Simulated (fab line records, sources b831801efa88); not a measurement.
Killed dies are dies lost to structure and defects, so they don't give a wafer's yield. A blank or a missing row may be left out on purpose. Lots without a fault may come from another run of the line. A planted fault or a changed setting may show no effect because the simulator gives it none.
Tool commonality check | flow sky130 | 12 lots, 36 wafers sampled

WHY IT WAS OPENED
At SKY_NWELL_RS_MEAS_29 the reading NWELL_RS is flagged on 2 of 12 lots. Wafers without a fault read 625.0 ohm/sq, standard deviation 1.6.
Rule: a lot is flagged when every wafer of it that has a number lies more than 4 standard deviations from that mean, or none has a number. The other lots count as sound.

lot  | measured     | on            | NWELL_RS (ohm/sq), wafer by wafer | flag
L874 | day 5 16:58  | film_metro-02 | 624.6 622.4 622.5                 |
L875 | day 6 01:37  | film_metro-01 | 624.9 624.2 626.2                 |
L879 | day 7 01:49  | film_metro-04 | 626.1 626.5 626.4                 |
L882 | day 7 20:02  | film_metro-04 | 624.8 626.0 625.1                 |
L883 | day 7 23:41  | film_metro-02 | 626.0 627.6 626.0                 |
L885 | day 8 16:53  | film_metro-04 | 624.5 623.9 625.0                 |
L886 | day 8 18:32  | film_metro-04 | 624.4 625.4 624.0                 |
L890 | day 9 17:38  | film_metro-02 | 624.3 623.5 626.9                 |
L891 | day 10 01:07 | film_metro-01 | 635.5 634.6 635.9                 | FLAGGED
L892 | day 10 07:52 | film_metro-04 | 625.8 629.4 627.4                 |
L893 | day 10 14:56 | film_metro-04 | 623.6 623.6 625.2                 |
L894 | day 10 19:00 | film_metro-01 | 634.4 633.6 634.7                 | FLAGGED
The numbers of the flagged lots are 634.8 ohm/sq on average: +9.8 ohm/sq against the usual, or +6 standard deviations.

WHICH TOOL RAN EACH LOT
The record holds 1 process step before the reading, out of a route of 708 steps. In each cell: the tool, then ch and the chambers that the sampled wafers went through, then the start.
lot  | flag    | SKY_NWELL_IMPLANT_13
L874 |         | implanter-03 ch 0, day 4 22:14
L875 |         | implanter-04 ch 0, day 5 07:13
L879 |         | implanter-03 ch 0, day 6 06:23
L882 |         | implanter-03 ch 0, day 6 23:25
L883 |         | implanter-03 ch 0, day 7 02:21
L885 |         | implanter-04 ch 0, day 7 19:56
L886 |         | implanter-03 ch 0, day 7 21:39
L890 |         | implanter-03 ch 0, day 8 19:41
L891 | FLAGGED | implanter-04 ch 0, day 9 02:45
L892 |         | implanter-02 ch 0, day 9 08:45
L893 |         | implanter-03 ch 0, day 9 16:17
L894 | FLAGGED | implanter-04 ch 0, day 9 19:51
What these steps do:
- SKY_NWELL_IMPLANT_13
- SKY_NWELL_RS_MEAS_29: measures by four-point-probe.

FLAGGED OVER TOTAL, TOOL BY TOOL (the gauges that took the reading come last)
step                 | tool          | lots run | flagged | share of the flagged lots | sound lots run after its first flagged lot
SKY_NWELL_IMPLANT_13 | implanter-02  | 1        | 0       | none                      | -
SKY_NWELL_IMPLANT_13 | implanter-03  | 7        | 0       | none                      | -
SKY_NWELL_IMPLANT_13 | implanter-04  | 4        | 2       | all                       | 0
SKY_NWELL_RS_MEAS_29 | film_metro-01 | 3        | 2       | all                       | 0
SKY_NWELL_RS_MEAS_29 | film_metro-02 | 3        | 0       | none                      | -
SKY_NWELL_RS_MEAS_29 | film_metro-04 | 6        | 0       | none                      | -

WHAT THE TABLE ALLOWS
2 rows of the table ran every flagged lot: implanter-04 at SKY_NWELL_IMPLANT_13, film_metro-01 at SKY_NWELL_RS_MEAS_29.
- implanter-04 at SKY_NWELL_IMPLANT_13: 2 of its 4 lots flagged. Its last sound lot is L885 (day 7 19:56), its first flagged lot L891 (day 9 02:45): a fault that began between those two fits. Its own readings lie more than 4 standard deviations out on every wafer of the flagged lots: dose_ions_cm2, faraday_current_uA.
- film_metro-01 at SKY_NWELL_RS_MEAS_29: 2 of its 3 lots flagged. Its last sound lot is L875 (day 6 01:37), its first flagged lot L891 (day 10 01:07): a fault that began between those two fits.
Counting lots can't tell these 2 tools apart, because each fits a fault that began at some hour. More lots, or a look at what each step does to the wafer, might.

WHAT THE SIMULATOR HAD PUT IN
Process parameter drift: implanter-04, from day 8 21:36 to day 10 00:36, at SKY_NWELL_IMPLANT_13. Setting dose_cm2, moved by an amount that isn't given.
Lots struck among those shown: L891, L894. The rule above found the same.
